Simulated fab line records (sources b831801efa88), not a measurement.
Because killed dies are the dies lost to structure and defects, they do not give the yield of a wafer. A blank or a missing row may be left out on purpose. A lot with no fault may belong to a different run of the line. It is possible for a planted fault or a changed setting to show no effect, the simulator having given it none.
Which of the tools did it? -- flow gf180mcu -- 24 lots with 72 wafers sampled at 4 steps, on a route of 602 steps

WHAT THE GAUGES READ, wafer by wafer
GF_M3_CD_MEAS_14 targets a cd of 280 nm. Usual: cd_nm reads 280.3 nm (standard deviation 1.4).
lot,measured,on,cd_nm (nm),flag
L074,day 21 04:13,cd_sem-01,279.1 278.6 279.8,
L075,day 21 13:08,cd_sem-01,281.0 281.5 281.4,
L076,day 22 02:37,cd_sem-01,279.8 280.7 280.7,
L077,day 22 10:29,cd_sem-01,281.3 281.3 280.3,
L078,day 22 23:08,cd_sem-01,280.2 279.9 279.5,
L079,day 23 05:50,cd_sem-01,278.4 279.7 279.2,
L080,day 23 15:34,cd_sem-02,277.9 277.7 278.0,
L081,day 24 03:47,cd_sem-02,280.4 279.3 280.9,
L082,day 24 04:17,cd_sem-01,281.9 281.7 282.3,
L083,day 24 21:02,cd_sem-01,281.1 282.6 280.5,
L084,day 25 04:35,cd_sem-02,279.5 279.8 279.1,
L085,day 25 06:14,cd_sem-01,283.0 283.5 282.2,
L086,day 25 13:50,cd_sem-02,281.1 281.9 280.6,
L087,day 25 23:02,cd_sem-01,281.9 281.8 280.8,
L088,day 26 07:55,cd_sem-01,279.8 278.5 277.7,
L089,day 26 13:49,cd_sem-01,280.3 280.8 280.8,
L090,day 27 04:14,cd_sem-01,280.7 279.8 281.0,
L091,day 27 05:25,cd_sem-01,280.4 280.8 280.3,
L092,day 27 10:46,cd_sem-02,280.0 280.2 279.5,
L093,day 27 20:19,cd_sem-01,278.6 278.6 278.5,
L094,day 28 03:49,cd_sem-01,278.0 278.3 279.0,
L095,day 28 13:43,cd_sem-01,277.9 278.5 279.8,
L096,day 28 17:22,cd_sem-02,281.0 279.8 280.8,
L097,day 28 18:40,cd_sem-02,280.9 282.4 283.8,

GF_V4_THK_MEAS_01. Usual: V4_CVD_00_THK 598 nm, standard deviation 6.2.
lot,measured,on,V4_CVD_00_THK (nm),flag
L074,day 23 06:28,film_metro-03,601 595 598,
L075,day 23 15:16,film_metro-04,599 600 601,
L076,day 24 04:08,film_metro-03,606 606 605,
L077,day 24 11:29,film_metro-03,603 604 611,
L078,day 24 22:26,film_metro-02,600 604 605,
L079,day 25 06:41,film_metro-04,596 593 591,
L080,day 25 14:56,film_metro-04,590 590 597,
L081,day 26 03:42,film_metro-02,587 595 586,
L082,day 26 03:49,film_metro-04,605 607 600,
L083,day 26 20:43,film_metro-03,592 605 594,
L084,day 27 03:55,film_metro-03,594 598 589,
L085,day 27 04:43,film_metro-04,605 598 594,
L086,day 27 10:21,film_metro-03,598 593 594,
L087,day 27 19:35,film_metro-04,598 602 600,
L088,day 28 03:55,film_metro-03,604 595 607,
L089,day 28 09:54,film_metro-03,594 600 592,
L090,day 28 23:00,film_metro-04,600 589 596,
L091,day 29 00:47,film_metro-02,584 588 587,
L092,day 29 07:23,film_metro-02,591 592 597,
L093,day 29 14:49,film_metro-04,599 592 603,
L094,day 29 21:40,film_metro-04,596 599 595,
L095,day 30 08:09,film_metro-03,585 596 594,
L096,day 30 11:10,film_metro-03,613 605 604,
L097,day 30 12:07,film_metro-03,598 595 600,

GF_V4_THK_MEAS_03. Usual: V4_CVD_02_THK 852 nm, standard deviation 9.8.
lot,measured,on,V4_CVD_02_THK (nm),flag
L074,day 23 06:35,film_metro-03,863 852 855,
L075,day 23 15:24,film_metro-02,841 842 840,
L076,day 24 04:16,film_metro-04,845 858 857,
L077,day 24 11:40,film_metro-02,842 841 858,
L078,day 24 22:36,film_metro-04,849 864 871,
L079,day 25 06:49,film_metro-02,839 846 851,
L080,day 25 15:03,film_metro-03,846 854 862,
L081,day 26 03:50,film_metro-02,856 858 865,
L082,day 26 03:56,film_metro-04,835 851 853,
L083,day 26 20:50,film_metro-03,846 861 858,
L084,day 27 04:02,film_metro-03,850 864 856,
L085,day 27 04:51,film_metro-03,845 865 857,
L086,day 27 10:31,film_metro-02,829 837 832,
L087,day 27 19:43,film_metro-02,848 855 863,
L088,day 28 04:02,film_metro-03,843 846 866,
L089,day 28 10:02,film_metro-02,852 857 854,
L090,day 28 23:08,film_metro-02,863 861 864,
L091,day 29 00:55,film_metro-02,832 862 856,
L092,day 29 07:31,film_metro-02,849 852 860,
L093,day 29 14:56,film_metro-04,850 871 861,
L094,day 29 21:47,film_metro-02,842 855 838,
L095,day 30 08:17,film_metro-03,855 845 863,
L096,day 30 11:17,film_metro-04,833 834 852,
L097,day 30 12:14,film_metro-04,842 862 867,

EACH LOT AND THE TOOL THAT RAN IT (in order: tool; ch and the chambers of the sampled wafers; start)
lot,GF_M3_STRIP_17
L074,"plasma_asher-04 ch 0,1, day 21 04:29"
L075,"plasma_asher-04 ch 0,1, day 21 13:25"
L076,"plasma_asher-02 ch 0,1, day 22 02:53"
L077,"plasma_asher-01 ch 0,1, day 22 10:46"
L078,"plasma_asher-01 ch 0, day 22 23:25"
L079,"plasma_asher-01 ch 0,1, day 23 06:13"
L080,"plasma_asher-02 ch 0,1, day 23 15:50"
L081,"plasma_asher-04 ch 0,1, day 24 04:02"
L082,"plasma_asher-04 ch 0,1, day 24 04:32"
L083,"plasma_asher-02 ch 0,1, day 24 21:17"
L084,"plasma_asher-01 ch 0,1, day 25 04:51"
L085,"plasma_asher-01 ch 0,1, day 25 06:37"
L086,"plasma_asher-02 ch 0,1, day 25 14:07"
L087,"plasma_asher-04 ch 0,1, day 25 23:17"
L088,"plasma_asher-01 ch 0,1, day 26 08:11"
L089,"plasma_asher-02 ch 0,1, day 26 14:05"
L090,"plasma_asher-01 ch 0,1, day 27 04:28"
L091,"plasma_asher-02 ch 0,1, day 27 05:48"
L092,"plasma_asher-04 ch 0,1, day 27 11:02"
L093,"plasma_asher-02 ch 0,1, day 27 20:35"
L094,"plasma_asher-01 ch 0,1, day 28 04:05"
L095,"plasma_asher-04 ch 0,1, day 28 14:05"
L096,"plasma_asher-01 ch 1, day 28 17:37"
L097,"plasma_asher-02 ch 0,1, day 28 19:02"
- GF_M3_STRIP_17: strips in O2/N2.

AS READ BY THE TOOLS THEMSELVES (means over the sampled wafers that have a number; for cases with no such wafer, the mark the record gives instead)
GF_M3_STRIP_17. Usual: drypump_motor_current_A 5.9 A, standard deviation 0.57; heater_power_w 346 W, standard deviation 23; oes_product_au 0.557 a.u., standard deviation 0.0045; strip_time_to_endpoint_s 7.86 s, standard deviation 0.038.
lot,tool,drypump_motor_current_A (A),heater_power_w (W),oes_product_au (a.u.),strip_time_to_endpoint_s (s),flag
L074,plasma_asher-04,5.2,336,0.553,7.90,
L075,plasma_asher-04,5.2,337,0.562,7.87,
L076,plasma_asher-02,6.2,357,0.555,7.82,
L077,plasma_asher-01,6.0,361,0.558,7.82,
L078,plasma_asher-01,6.8,324,0.556,7.83,
L079,plasma_asher-01,6.0,355,0.551,7.83,
L080,plasma_asher-02,6.2,358,0.559,7.90,
L081,plasma_asher-04,5.2,340,0.557,7.88,
L082,plasma_asher-04,5.2,350,0.558,7.89,
L083,plasma_asher-02,6.1,338,0.555,7.88,
L084,plasma_asher-01,6.4,339,0.558,7.86,
L085,plasma_asher-01,6.4,341,0.565,7.79,
L086,plasma_asher-02,6.1,340,0.553,7.82,
L087,plasma_asher-04,5.2,337,0.556,7.86,
L088,plasma_asher-01,6.0,361,0.550,7.86,
L089,plasma_asher-02,6.2,354,0.557,7.89,
L090,plasma_asher-01,6.4,337,0.559,7.87,
L091,plasma_asher-02,6.2,359,0.558,7.90,
L092,plasma_asher-04,5.3,341,0.558,7.87,
L093,plasma_asher-02,6.2,355,0.556,7.87,
L094,plasma_asher-01,6.0,361,0.553,7.80,
L095,plasma_asher-04,5.2,337,0.558,7.80,
L096,plasma_asher-01,5.6,373,0.555,7.85,
L097,plasma_asher-02,6.1,335,0.561,7.88,

THE ANSWER, worked out from the rows above alone
Rule: a lot counts as off when the mean over its wafers that have a number is more than 3 standard deviations away from the usual mean. Also off: a lot with no number at a reading for which 4 or more lots have one. Where the step has rows for the other lots, those lots are counted as sound. After the gauges, taken in route order, come the tools' own readings; for these a lot's mean is taken, as printed above. At the first step where some lot is off, the reading lying furthest off is the one used; lots without a number count as furthest.
No lot is off on any of the readings shown, so nothing can be concluded from this.

WHAT THE SIMULATOR HAD INSERTED
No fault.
